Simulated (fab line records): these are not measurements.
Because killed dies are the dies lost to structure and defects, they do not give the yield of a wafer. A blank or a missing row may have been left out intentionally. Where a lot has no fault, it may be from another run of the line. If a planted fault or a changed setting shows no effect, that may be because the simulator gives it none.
Matching of chambers | flow sfqLine | 3 sister chambers for SFQ_TRILAYER_C5_BARC_OPEN_VIA_ETCH_210 on rieDiel-01
The step etches BARC in O2, target depth 125 nm, time 41.7 s. 3 wafers are shown with their chamber, then 6 later ones without.

== WAFERS PAIRED WITH THEIR CHAMBERS ==
wafer  | chamber | oesProductAu (a.u.)
L820.4 | 3       | 0.681
L823.1 | 2       | 0.686
L823.5 | 1       | 0.685

== WAFERS WHOSE CHAMBER IS MISSING ==
wafer  | oesProductAu (a.u.)
L823.6 | 0.684
L826.3 | 0.690
L826.4 | 0.695
L826.6 | 0.686
L830.2 | 0.687
L830.3 | 0.675

== EACH ONE'S CHAMBER ==
wafer  | from the rows above          | in truth
L823.6 | can't be placed: 1 or 2 or 3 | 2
L826.3 | can't be placed: 2 or 1 or 3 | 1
L826.4 | can't be placed: 2 or 1 or 3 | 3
L826.6 | can't be placed: 2 or 1 or 3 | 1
L830.2 | can't be placed: 2 or 1 or 3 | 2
L830.3 | can't be placed: 3 or 1 or 2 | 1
Correct placement for 0 of the 6. These rows do not allow placing 6 (true chamber among the candidates in 6). 0 placed wrongly.
How it was worked out, from the rows above alone: a wafer's distance from a chamber is the root of the sum, over the readings, of the square of ((its reading less the chamber's mean) divided by the reading's scatter). The wafer belongs to the nearest chamber; if the next one is less than 2 further off, it can't be placed. For every chamber, the mean is computed from those of its wafers that are shown. The scatter (one wafer shown for each chamber): square how far every hidden wafer sits from the nearest shown wafer, average those squares and take the square root.
